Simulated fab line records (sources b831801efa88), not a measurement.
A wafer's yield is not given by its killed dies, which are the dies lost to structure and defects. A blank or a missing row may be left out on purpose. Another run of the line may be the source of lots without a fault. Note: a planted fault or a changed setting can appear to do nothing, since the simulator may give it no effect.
fab line records -- flow sky130
[record] lots = 6, wafers = 18, last_day = 50
route steps=708 shown SD_N@344 SD_P@359 RES_XHIGH@360 PAD_OPEN@708
lots untouched by any fault: they come from a run of this same line in which no faults occurred
start_h: start of the lot's first displayed wafer, in hours after the record's first day -- wait_h: hours from the lot's prior step to this one -- " identical to the entry in the row above -- L1.1+2: several wafers, shown together as one row -- - value missing, or start not given -- * or withheld: withheld -- < > ~ a bound
route shown NAME@n: names a module that has steps shown in the file, with the first one's number in the route -- usual: average and standard deviation across the fault-free wafers -- same: alike in all rows -- chamber/n: place in a boat -- sites: per-site readings -- _std_site: standard deviation across them -- _edge_site: inner sites' mean taken away from outer sites' mean -- radius_mm: how far each site lies from the wafer's centre -- mask NAME#n: copy n -- behind: the last tool/chamber to shape the wafer -- hold: what put the lot on hold/how long, in hours/how the hold closed -- device: the n, p or np transistor that did not switch -- end of line: tests run on the same wafers once the route is complete -- for a step that has no rows: nothing shown but its recipe -- killed: dies lost to structure and defects at the first sort, not the wafer's yield -- map: a wafer's dies, x killed, . not, _ none there
set.NAME: the setting that was run; set.NAME@STEP: the one run at that earlier step -- model.NAME: the simulator's own value behind a step, which no gauge read
lots seen at some steps along the route; tables by step, rows by wafer
services: when a tool's chamber went out of use (start_h, in hours from the record's first day, below 0 if earlier), for how many hours, and the reason
[[steps]]
[step SKY_SD_N_COAT_02]
[recipe] resist = NOVOLAK, spin_rpm = 3000, resist_thk_nm = 1140
[step SKY_SD_N_SOFTBAKE_03]
[recipe] temp_c = 90, time_s = 60, resist = NOVOLAK
[step SKY_SD_N_EXPOSE_04]
[recipe] mask_id = NSDM, na = 0.6, source_shape = conventional, sigma_outer = 0.6, polarization = unpolarized, target_cd_nm = 380, dose_mj = 141
[step SKY_SD_N_PEB_05]
[recipe] temp_c = withheld, time_s = *, resist = NOVOLAK
[step SKY_SD_N_DEVELOP_06]
[recipe] resist = NOVOLAK, developer = TMAH, develop_time_s = 60, dev_temp_c = 23
[step SKY_SD_N_CD_MEAS_07]
[recipe] target_cd_nm = 380
[usual] cd_nm = 380.1/3
lot.wafer,tool,chamber,start_h,wait_h,cd_nm
L656.2,cd_sem-02,-,687.47,0.1,382.6
L656.5,cd_sem-02,-,687.47,0.1,382.7
L656.6,cd_sem-02,-,687.47,0.1,381.3
L661.1,cd_sem-01,-,725.45,0.1,381.0
L661.4,cd_sem-01,-,725.45,0.1,383.2
L661.6,cd_sem-01,-,725.45,0.1,383.0
L663.1,cd_sem-02,-,744.13,0.1,375.7
L663.2,cd_sem-02,-,744.13,0.1,374.3
L663.6,cd_sem-02,-,744.13,0.1,373.8
L670.2,cd_sem-01,-,793.55,0.3,385.1
L670.5,cd_sem-01,-,793.55,0.3,384.2
L670.6,cd_sem-01,-,793.55,0.3,382.9
L672.1,cd_sem-02,-,813.70,0.1,377.8
L672.3,cd_sem-02,-,813.70,0.1,377.9
L672.6,cd_sem-02,-,813.70,0.1,377.3
L673.1,cd_sem-02,-,816.55,0.1,378.9
L673.3,cd_sem-02,-,816.55,0.1,376.7
L673.6,cd_sem-02,-,816.55,0.1,375.8
[step SKY_SD_N_OVL_MEAS_08]
[usual] SD_N_OVL = -0.5/1.6
lot.wafer,tool,chamber,start_h,wait_h,SD_N_OVL[nm]
L656.2,overlay-01,-,687.57,0.1,0.8
L656.5,overlay-01,-,687.57,0.1,-0.6
L656.6,overlay-01,-,687.57,0.1,1.2
L661.1,overlay-02,-,725.57,0.1,0.4
L661.4,overlay-02,-,725.57,0.1,1.2
L661.6,overlay-02,-,725.57,0.1,0.1
L663.1,overlay-02,-,744.25,0.1,0.5
L663.2,overlay-02,-,744.25,0.1,1.7
L663.6,overlay-02,-,744.25,0.1,1.0
L670.2,overlay-01,-,793.65,0.1,0.1
L670.5,overlay-01,-,793.65,0.1,-1.6
L670.6,overlay-01,-,793.65,0.1,-1.4
L672.1,overlay-01,-,813.82,0.1,-0.3
L672.3,overlay-01,-,813.82,0.1,0.5
L672.6,overlay-01,-,813.82,0.1,0.1
L673.1,overlay-01,-,816.67,0.1,1.2
L673.3,overlay-01,-,816.67,0.1,0.6
L673.6,overlay-01,-,816.67,0.1,0.9
[step SKY_SD_N_IMPLANT_09]
[recipe] species = As, energy_kev = 50, dose_cm2 = 4e+15, tilt_deg = 0
[step SKY_SD_N_IMPLANT_10]
[recipe] species = P, energy_kev = 20, dose_cm2 = 1e+14, tilt_deg = 0
[step SKY_SD_N_STRIP_11]
[recipe] chemistry = O2/N2, power_w = 1400, pressure_mtorr = 1500, platen_temp_c = withheld, o2_flow_sccm = 3000, n2_flow_sccm = 300, overash_fraction = 0.5
[usual] drypump_motor_current_A = 5.6/0.45, oes_product_au = 0.527/0.0049, strip_time_to_endpoint_s = 22.55/0.036
[same] overash_fraction = 0.5
lot.wafer,tool,chamber,start_h,wait_h,drypump_motor_current_A,oes_product_au,rf_hours_counter_h,strip_time_to_endpoint_s
L656.2,plasma_asher-04,1,687.90,0.1,5.1,0.526,25,22.55
L656.5,plasma_asher-04,1,687.90,0.1,5.1,0.523,-,22.56
L656.6,plasma_asher-04,0,687.90,0.1,5.2,0.522,-,22.57
L661.1,plasma_asher-03,0,725.91,0.1,5.7,0.527,92,22.47
L661.4,plasma_asher-03,1,725.91,0.1,5.6,0.529,-,22.51
L661.6,plasma_asher-03,1,725.91,0.1,5.6,0.523,-,22.50
L663.1,plasma_asher-02,1,744.59,0.1,5.1,0.520,0,22.57
L663.2,plasma_asher-02,0,744.59,0.1,6.3,0.532,0,22.60
L663.6,plasma_asher-02,0,744.59,0.1,6.3,0.526,-,22.57
L670.2,plasma_asher-02,0,793.98,0.1,6.2,0.527,5,22.53
L670.5,plasma_asher-02,1,793.98,0.1,5.1,0.531,-,22.52
L670.6,plasma_asher-02,0,793.98,0.1,6.2,0.529,-,22.59
L672.1,plasma_asher-02,1,814.16,0.1,5.1,0.531,7,22.49
L672.3,plasma_asher-02,0,814.16,0.1,6.2,0.525,-,22.50
L672.6,plasma_asher-02,1,814.16,0.1,5.1,0.528,-,22.49
L673.1,plasma_asher-04,0,817.00,0.1,5.2,0.525,36,22.50
L673.3,plasma_asher-04,0,817.00,0.1,5.2,0.527,-,22.51
L673.6,plasma_asher-04,1,817.00,0.1,5.0,0.531,-,22.53
[step SKY_SD_N_TW_MEAS_12]
[usual] SD_N_TW = 3995/56
lot.wafer,tool,chamber,start_h,wait_h,SD_N_TW
L656.2,film_metro-01,-,688.01,0.1,4090
L656.5,film_metro-01,-,688.01,0.1,4066
L656.6,film_metro-01,-,688.01,0.1,4057
L661.1,film_metro-03,-,726.01,0.1,3964
L661.4,film_metro-03,-,726.01,0.1,3961
L661.6,film_metro-03,-,726.01,0.1,3969
L663.1,film_metro-02,-,744.69,0.1,3924
L663.2,film_metro-02,-,744.69,0.1,3927
L663.6,film_metro-02,-,744.69,0.1,3947
L670.2,film_metro-03,-,794.09,0.1,3999
L670.5,film_metro-03,-,794.09,0.1,4000
L670.6,film_metro-03,-,794.09,0.1,3998
L672.1,film_metro-01,-,814.26,0.1,4052
L672.3,film_metro-01,-,814.26,0.1,4058
L672.6,film_metro-01,-,814.26,0.1,4056
L673.1,film_metro-02,-,817.10,0.1,3914
L673.3,film_metro-02,-,817.10,0.1,3907
L673.6,film_metro-02,-,817.10,0.1,3925
[step SKY_SD_N_CLEAN_13]
[recipe] chemistry = SC1/SC2, mix = 1:4:20, temp_c = 70, time_s = 150, dry = n2_spin
[step SKY_SD_N_RTA_14]
[recipe] temp_c = 1075, time_s = 2, idle_temp_c = 650, ramp_up_c_per_s = 150, ramp_down_c_per_s = 90, ambient = N2
[usual] lamp_power_pct = 15.73/0.05, wafer_temp_C_max = 1077.8/1.3
lot.wafer,tool,chamber,start_h,wait_h,lamp_power_pct,wafer_temp_C_max
L656.2,rtp_anneal-01,0,688.13,0.0,15.74,1077.5
L656.5,rtp_anneal-01,0,688.13,0.0,15.73,1075.6
L656.6,rtp_anneal-01,0,688.13,0.0,15.68,1074.9
L661.1,rtp_anneal-02,0,726.12,0.0,15.27,1058.5
L661.4,rtp_anneal-02,0,726.12,0.0,15.33,1059.7
L661.6,rtp_anneal-02,0,726.12,0.0,15.36,1060.2
L663.1,rtp_anneal-02,0,744.81,0.0,15.22,1060.6
L663.2,rtp_anneal-02,0,744.81,0.0,15.21,1057.6
L663.6,rtp_anneal-02,0,744.81,0.0,15.36,1058.7
L670.2,rtp_anneal-01,0,794.20,0.0,15.71,1081.5
L670.5,rtp_anneal-01,0,794.20,0.0,15.64,1078.0
L670.6,rtp_anneal-01,0,794.20,0.0,15.77,1078.4
L672.1,rtp_anneal-01,0,814.37,0.0,15.72,1080.5
L672.3,rtp_anneal-01,0,814.37,0.0,15.83,1076.9
L672.6,rtp_anneal-01,0,814.37,0.0,15.75,1076.9
L673.1,rtp_anneal-02,0,817.21,0.0,15.72,1078.3
L673.3,rtp_anneal-02,0,817.21,0.0,15.67,1076.4
L673.6,rtp_anneal-02,0,817.21,0.0,15.69,1077.5
[step SKY_SD_N_RS_MEAS_16]
[recipe] thk_meas_gauge = four-point-probe
[usual] SD_N_RS = 68.52/0.14
lot.wafer,tool,chamber,start_h,wait_h,SD_N_RS[ohm/sq]
L656.2,film_metro-03,-,688.36,0.1,68.35
L656.5,film_metro-03,-,688.36,0.1,68.35
L656.6,film_metro-03,-,688.36,0.1,68.49
L661.1,film_metro-01,-,726.29,0.1,71.88
L661.4,film_metro-01,-,726.29,0.1,71.80
L661.6,film_metro-01,-,726.29,0.1,71.45
L663.1,film_metro-01,-,744.98,0.1,71.77
L663.2,film_metro-01,-,744.98,0.1,71.60
L663.6,film_metro-01,-,744.98,0.1,71.69
L670.2,film_metro-01,-,794.38,0.1,68.79
L670.5,film_metro-01,-,794.38,0.1,68.57
L670.6,film_metro-01,-,794.38,0.1,68.63
L672.1,film_metro-01,-,814.54,0.1,68.81
L672.3,film_metro-01,-,814.54,0.1,68.63
L672.6,film_metro-01,-,814.54,0.1,68.66
L673.1,film_metro-03,-,817.39,0.1,68.56
L673.3,film_metro-03,-,817.39,0.1,68.49
L673.6,film_metro-03,-,817.39,0.1,68.62
[step SKY_SD_N_RS_MEAS_17]
[recipe] thk_meas_gauge = four-point-probe
[usual] SD_P_RS = 147.0/0.3
lot.wafer,tool,chamber,start_h,wait_h,SD_P_RS[ohm/sq]
L656.2,film_metro-03,-,688.48,0.1,146.7
L656.5,film_metro-03,-,688.48,0.1,147.0
L656.6,film_metro-03,-,688.48,0.1,146.8
L661.1,film_metro-01,-,726.41,0.1,164.7
L661.4,film_metro-01,-,726.41,0.1,164.4
L661.6,film_metro-01,-,726.41,0.1,164.2
L663.1,film_metro-01,-,745.10,0.1,164.3
L663.2,film_metro-01,-,745.10,0.1,164.1
L663.6,film_metro-01,-,745.10,0.1,163.9
L670.2,film_metro-01,-,794.50,0.1,147.6
L670.5,film_metro-01,-,794.50,0.1,147.2
L670.6,film_metro-01,-,794.50,0.1,147.2
L672.1,film_metro-01,-,814.66,0.1,147.5
L672.3,film_metro-01,-,814.66,0.1,147.5
L672.6,film_metro-01,-,814.66,0.1,147.2
L673.1,film_metro-03,-,817.51,0.1,147.6
L673.3,film_metro-03,-,817.51,0.1,147.3
L673.6,film_metro-03,-,817.51,0.1,147.4
[step SKY_SD_N_RS_MEAS_18]
[recipe] thk_meas_gauge = four-point-probe
[usual] RES_XHIGH_RS = 333.2/1.1
lot.wafer,tool,chamber,start_h,wait_h,RES_XHIGH_RS[ohm/sq]
L656.2,film_metro-03,-,688.60,0.1,332.2
L656.5,film_metro-03,-,688.60,0.1,332.0
L656.6,film_metro-03,-,688.60,0.1,333.3
L661.1,film_metro-01,-,726.53,0.1,335.6
L661.4,film_metro-01,-,726.53,0.1,336.5
L661.6,film_metro-01,-,726.53,0.1,335.6
L663.1,film_metro-01,-,745.22,0.1,334.4
L663.2,film_metro-01,-,745.22,0.1,333.3
L663.6,film_metro-01,-,745.22,0.1,334.8
L670.2,film_metro-01,-,794.62,0.1,334.8
L670.5,film_metro-01,-,794.62,0.1,334.3
L670.6,film_metro-01,-,794.62,0.1,336.4
L672.1,film_metro-01,-,814.78,0.1,333.3
L672.3,film_metro-01,-,814.78,0.1,331.6
L672.6,film_metro-01,-,814.78,0.1,332.7
L673.1,film_metro-03,-,817.63,0.1,333.5
L673.3,film_metro-03,-,817.63,0.1,333.8
L673.6,film_metro-03,-,817.63,0.1,333.1
[step SKY_PAD_OPEN_PROBE_99]
[usual] killed_at_M0_to_M3 = 43/6.5, killed_at_M4_up = 3.1/1.8, killed_at_contacts = 24/5.6, killed_at_front_end = 15/4.2, killed_at_other = 0.3/0.5, killed_dies = 86/8.9, killed_open = 47/6.9, killed_short = 39/5.9
[same] gross_dies = 492, killed_at_back_side = 0
lot.wafer,tool,chamber,start_h,wait_h,killed_at_M0_to_M3,killed_at_M4_up,killed_at_contacts,killed_at_front_end,killed_at_other,killed_dies,killed_open,killed_short,model.etest.res_xhigh_po.line_ohm_um,model.etest.res_xhigh_po.rs_ohm_sq,model.etest.pfet_01v8.r_on_ohm_um,model.etest.tip_p.rs_ohm_sq,model.etest.res_pdiff.line_ohm_um,model.etest.res_high_po.line_ohm_um,model.etest.pfet_g5v0d10v5.r_on_ohm_um,model.etest.licon_high_po.rc_ohm
L656.2,prober-01,-,1104.77,0.1,40,3,24,9,1,77,45,32,5745,2006,2911,7010,1338,751.4,4732,347.6
L656.5,prober-01,-,1104.92,0.2,32,2,23,16,0,73,47,26,5626,1959,2921,7007,1331,722.5,4765,351.7
L656.6,prober-01,-,1104.97,0.2,38,2,25,16,0,81,41,40,5756,2024,2912,6943,1340,748.8,4795,361.1
L661.1,prober-02,-,1129.39,0.1,39,1,19,17,0,76,42,34,6532,2276,2999,6959,1443,836.5,4850,427.9
L661.4,prober-02,-,1129.54,0.2,42,4,21,19,0,86,41,45,6777,2392,3051,7031,1404,851.9,4853,464.2
L661.6,prober-02,-,1129.64,0.2,39,7,23,16,1,86,45,41,6797,2395,2989,6964,1487,877.8,4886,462.8
L663.1,prober-02,-,1145.28,0.1,33,5,24,19,1,82,46,36,7005,2431,3165,7084,1542,887.3,4863,468.9
L663.2,prober-02,-,1145.33,0.1,48,6,19,9,0,82,41,41,6778,2308,3062,7079,1525,870.1,4841,450.7
L663.6,prober-02,-,1145.53,0.2,39,2,26,14,0,81,46,35,6872,2353,3052,6984,1539,862.4,4806,431
L670.2,prober-01,-,1176.58,0.1,48,5,29,15,0,97,56,41,5722,1984,2889,7019,1348,723.5,4658,328.9
L670.5,prober-01,-,1176.73,0.2,46,3,26,7,0,82,45,37,5504,1914,2976,6998,1355,705.6,4731,332.5
L670.6,prober-01,-,1176.78,0.2,46,2,27,17,0,92,43,49,5474,1939,2977,6978,1363,708.7,4761,342
L672.1,prober-01,-,1189.41,0.1,42,4,30,9,2,87,56,31,5695,2015,2818,6812,1345,743.8,4680,339.3
L672.3,prober-01,-,1189.51,0.2,42,5,29,13,0,89,50,39,5401,1874,2854,6822,1369,706.5,4817,330.4
L672.6,prober-01,-,1189.66,0.2,48,3,17,19,0,87,50,37,5751,1985,2740,6878,1374,740.3,4729,344.1
L673.1,prober-02,-,1190.41,0.1,46,1,35,11,0,93,51,42,5637,2016,2879,6875,1385,749.4,4759,354.9
L673.3,prober-02,-,1190.51,0.2,52,2,35,16,1,106,47,59,5644,1971,2891,6833,1370,732.5,4766,349.3
L673.6,prober-02,-,1190.66,0.2,38,1,32,17,1,89,52,37,5792,2073,2974,6861,1371,746.5,4827,349.6
// killed by level:class
L656.2 LI_CONTACT:geometric_particle:open=13 VIA1:geometric_particle:open=8 CONTACT:geometric_particle:open=6 VIA3:geometric_particle:open=6 VIA2:geometric_particle:short=5 METAL1:geometric_particle:short=4 LI_CONTACT:geometric_particle:short=3 METAL2:geometric_particle:short=3
L656.5 VIA3:geometric_particle:open=10 LI_CONTACT:geometric_particle:open=7 FIELD_ISO:geometric_particle:open=6 CONTACT:geometric_particle:open=6 VIA2:geometric_particle:open=6 LI_CONTACT:geometric_particle:short=4 METAL1:geometric_particle:short=4 VIA1:geometric_particle:open=4
L656.6 LI_CONTACT:geometric_particle:open=9 VIA1:geometric_particle:open=7 VIA2:geometric_particle:open=7 FIELD_ISO:geometric_particle:short=6 VIA3:geometric_particle:short=6 FIELD_ISO:geometric_particle:open=5 CONTACT:geometric_particle:open=5 METAL2:geometric_particle:short=4
L661.1 VIA1:geometric_particle:open=12 FIELD_ISO:geometric_particle:short=7 METAL2:geometric_particle:short=7 LI_CONTACT:geometric_particle:open=6 CONTACT:geometric_particle:open=6 VIA3:geometric_particle:open=6 POLY_GATE:geometric_particle:open=4 VIA3:geometric_particle:short=3
L661.4 METAL1:geometric_particle:short=9 CONTACT:geometric_particle:open=7 VIA1:geometric_particle:open=7 FIELD_ISO:geometric_particle:open=6 METAL2:geometric_particle:short=6 LI_CONTACT:geometric_particle:short=5 FIELD_ISO:geometric_particle:short=4 LOCAL_INTERCONNECT:geometric_particle:short=4
L661.6 CONTACT:geometric_particle:open=11 VIA3:geometric_particle:open=8 FIELD_ISO:geometric_particle:short=7 VIA1:geometric_particle:open=7 METAL2:geometric_particle:short=5 METAL4:geometric_particle:short=5 FIELD_ISO:geometric_particle:open=4 LI_CONTACT:geometric_particle:short=4
L663.1 VIA1:geometric_particle:open=9 CONTACT:geometric_particle:open=9 METAL2:geometric_particle:short=7 FIELD_ISO:geometric_particle:open=6 VIA3:geometric_particle:open=6 FIELD_ISO:geometric_particle:short=5 LI_CONTACT:geometric_particle:open=5 POLY_GATE:geometric_particle:open=4
L663.2 CONTACT:geometric_particle:open=9 VIA3:geometric_particle:open=8 VIA1:geometric_particle:open=7 METAL2:geometric_particle:short=7 VIA2:geometric_particle:open=6 VIA2:geometric_particle:short=5 LI_CONTACT:geometric_particle:open=4 METAL3:geometric_particle:short=4
L663.6 VIA1:geometric_particle:open=11 CONTACT:geometric_particle:open=9 VIA2:geometric_particle:open=8 CONTACT:geometric_particle:short=6 POLY_GATE:geometric_particle:short=5 LI_CONTACT:geometric_particle:open=4 LOCAL_INTERCONNECT:geometric_particle:short=4 VIA3:geometric_particle:open=4
L670.2 LI_CONTACT:geometric_particle:open=13 VIA1:geometric_particle:open=11 VIA3:geometric_particle:open=10 CONTACT:geometric_particle:short=6 VIA2:geometric_particle:short=6 METAL2:geometric_particle:short=6 FIELD_ISO:geometric_particle:open=5 CONTACT:geometric_particle:open=5
L670.5 LI_CONTACT:geometric_particle:open=10 CONTACT:geometric_particle:open=10 VIA1:geometric_particle:open=9 VIA1:geometric_particle:short=7 VIA2:geometric_particle:open=7 METAL1:geometric_particle:short=4 METAL2:geometric_particle:short=4 VIA3:geometric_particle:short=4
L670.6 VIA1:geometric_particle:open=11 CONTACT:geometric_particle:open=10 FIELD_ISO:geometric_particle:short=6 METAL1:geometric_particle:short=6 CONTACT:geometric_particle:short=6 VIA2:geometric_particle:open=6 LOCAL_INTERCONNECT:geometric_particle:short=5 VIA3:geometric_particle:open=5
L672.1 CONTACT:geometric_particle:open=11 VIA1:geometric_particle:open=9 LI_CONTACT:geometric_particle:open=8 VIA2:geometric_particle:open=8 VIA3:geometric_particle:open=5 METAL2:geometric_particle:short=5 LOCAL_INTERCONNECT:geometric_particle:open=4 CONTACT:geometric_particle:short=4
L672.3 VIA1:geometric_particle:open=9 CONTACT:geometric_particle:open=9 VIA3:geometric_particle:open=9 LI_CONTACT:geometric_particle:open=8 POLY_GATE:geometric_particle:short=5 LOCAL_INTERCONNECT:geometric_particle:short=5 FIELD_ISO:geometric_particle:open=4 VIA2:geometric_particle:open=4
L672.6 VIA1:geometric_particle:open=11 POLY_GATE:geometric_particle:open=9 VIA2:geometric_particle:open=8 METAL2:geometric_particle:short=7 LI_CONTACT:geometric_particle:open=5 CONTACT:geometric_particle:open=5 VIA3:geometric_particle:open=5 POLY_GATE:geometric_particle:short=4
L673.1 CONTACT:geometric_particle:open=12 LI_CONTACT:geometric_particle:open=8 METAL2:geometric_particle:short=8 VIA1:geometric_particle:open=8 VIA2:geometric_particle:open=8 LOCAL_INTERCONNECT:geometric_particle:short=7 CONTACT:geometric_particle:short=6 VIA1:geometric_particle:short=5
L673.3 CONTACT:geometric_particle:open=14 METAL2:geometric_particle:short=9 VIA1:geometric_particle:short=9 LI_CONTACT:geometric_particle:open=8 CONTACT:geometric_particle:short=8 VIA1:geometric_particle:open=7 POLY_GATE:geometric_particle:short=7 VIA3:geometric_particle:open=5
L673.6 VIA1:geometric_particle:open=12 CONTACT:geometric_particle:open=11 LI_CONTACT:geometric_particle:open=10 CONTACT:geometric_particle:short=8 METAL2:geometric_particle:short=5 VIA2:geometric_particle:open=5 POLY_CUT:geometric_particle:open=4 VIA3:geometric_particle:open=4
[[services]]
tool,chamber,start_h,hours,kind
plasma_asher-04,-,672.66,10.0,pm
plasma_asher-04,-,690.14,21.0,repair
plasma_asher-03,-,690.31,0.4,repair
plasma_asher-02,-,733.80,9.0,pm
plasma_asher-02,0,733.80,9.0,vent_cycle
plasma_asher-02,1,733.80,9.0,vent_cycle
plasma_asher-02,0,742.80,-,clean
plasma_asher-02,1,742.80,-,clean
plasma_asher-03,-,761.68,0.8,repair
plasma_asher-03,-,803.68,15.6,repair
[[key]]
[first_sign] step = SKY_SD_N_RTA_14, reading = wafer_temp_C_max, direction = down, sigmas = 15, usual = *, struck = *
[effect] step = SKY_SD_N_RTA_14, reading = lamp_power_pct, direction = down, sigmas = 8.9, usual = 15.73, struck = 15.29
[effect] step = SKY_SD_N_RS_MEAS_16, reading = SD_N_RS, direction = up, sigmas = 23, usual = 68.52, struck = 71.70
[effect] step = SKY_SD_N_RS_MEAS_17, reading = SD_P_RS, direction = up, sigmas = 57, usual = 147.0, struck = 164.3
[effect] step = SKY_SD_N_RS_MEAS_18, reading = RES_XHIGH_RS, direction = up, sigmas = 1.6, usual = 333.2, struck = 335.0
[model_effect] step = SKY_PAD_OPEN_PROBE_99, value = etest.res_xhigh_po.line_ohm_um, without = 5612, struck = 6793
met_at SKY_SD_N_RTA_14
struck_wafers L661.1,L661.4,L661.6,L663.1,L663.2,L663.6
tester_left_out L661,L663
[fault] kind = process_parameter_drift, tool = rtp_anneal-02, chamber = -, onset_h = 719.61, steps = SKY_SD_N_RTA_14, channel = temp_c, offset = *, shape = step, end_h = 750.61, acts_in = *, stated = *
// tester_left_out: of these lots the tester's yield and bins aren't shown, on N5 and GAA mostly nor the transistor test; their killed dies are dies lost to structure and defects alone, not to doping, threshold or leakage, so they don't give the yield
